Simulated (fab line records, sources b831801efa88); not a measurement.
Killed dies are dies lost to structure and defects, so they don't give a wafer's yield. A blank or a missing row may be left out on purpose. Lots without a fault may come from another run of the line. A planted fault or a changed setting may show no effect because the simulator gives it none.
Which tool did it? | flow gf180mcu | 6 lots, 18 wafers sampled, at 3 steps of a route of 602

WHAT THE GAUGES READ, wafer by wafer
GF_NWELL_TW_MEAS_11.
lot  | measured    | on            | NWELL_TW
L128 | day 3 19:13 | film_metro-01 | 1583 1573 1574
L134 | day 5 04:42 | film_metro-01 | 1582 1581 1575
L137 | day 5 22:45 | film_metro-01 | 1570 1570 1575
L139 | day 6 07:37 | film_metro-01 | 1593 1588 1582
L141 | day 6 19:07 | film_metro-01 | 1578 1580 1581
L148 | day 8 06:48 | film_metro-03 | 1941 1929 1940 1940 1930 1942

WHICH TOOL RAN EACH LOT (tool, then ch and the chambers of the sampled wafers, then the start)
lot  | GF_DNWELL_COAT_02                | GF_DNWELL_STRIP_08
L128 | litho_track-03 ch 0, day 2 23:01 | plasma_asher-04 ch 0,1, day 3 05:53
L134 | litho_track-01 ch 0, day 4 07:13 | plasma_asher-01 ch 0,1, day 4 14:08
L137 | litho_track-01 ch 0, day 5 00:43 | plasma_asher-02 ch 0,1, day 5 08:05
L139 | litho_track-03 ch 0, day 5 09:04 | plasma_asher-02 ch 1, day 5 16:41
L141 | litho_track-01 ch 0, day 5 19:53 | plasma_asher-02 ch 0,1, day 6 03:47
L148 | litho_track-01 ch 0, day 7 06:40 | plasma_asher-01 ch 0,1, day 7 14:47
- GF_DNWELL_COAT_02: resist thk 3000 nm.
- GF_DNWELL_STRIP_08: strips in O2/N2.

THE ANSWER, worked out from the rows above alone
Rule: what is usual is taken from the lots themselves. Put in order of their means at a reading, lots are off if they are a third of the lots or fewer, leave a main group of 4 or more, and stand apart from it by a gap of 3 or more times the standard deviation of the main group's means; of several such gaps the widest counts. A main group whose means are all the same, to the digits that the tables above print for the reading, isn't used. A lot without any number at a reading at which 4 lots or more have one is off too. The other lots that the step has rows for count as sound.
Off: L148, at GF_NWELL_TW_MEAS_11 (NWELL_TW). The main group: mean 1579, standard deviation 5.2.
A tool fits if, at a process step before that reading, it ran every lot that is off, and no sound lot after the first of them. The gauges at GF_NWELL_TW_MEAS_11 are tried like those tools. Can't be told from this: 3 tools fit, litho_track-01 at GF_DNWELL_COAT_02, plasma_asher-01 at GF_DNWELL_STRIP_08, film_metro-03 at GF_NWELL_TW_MEAS_11.

WHAT THE SIMULATOR HAD PUT IN
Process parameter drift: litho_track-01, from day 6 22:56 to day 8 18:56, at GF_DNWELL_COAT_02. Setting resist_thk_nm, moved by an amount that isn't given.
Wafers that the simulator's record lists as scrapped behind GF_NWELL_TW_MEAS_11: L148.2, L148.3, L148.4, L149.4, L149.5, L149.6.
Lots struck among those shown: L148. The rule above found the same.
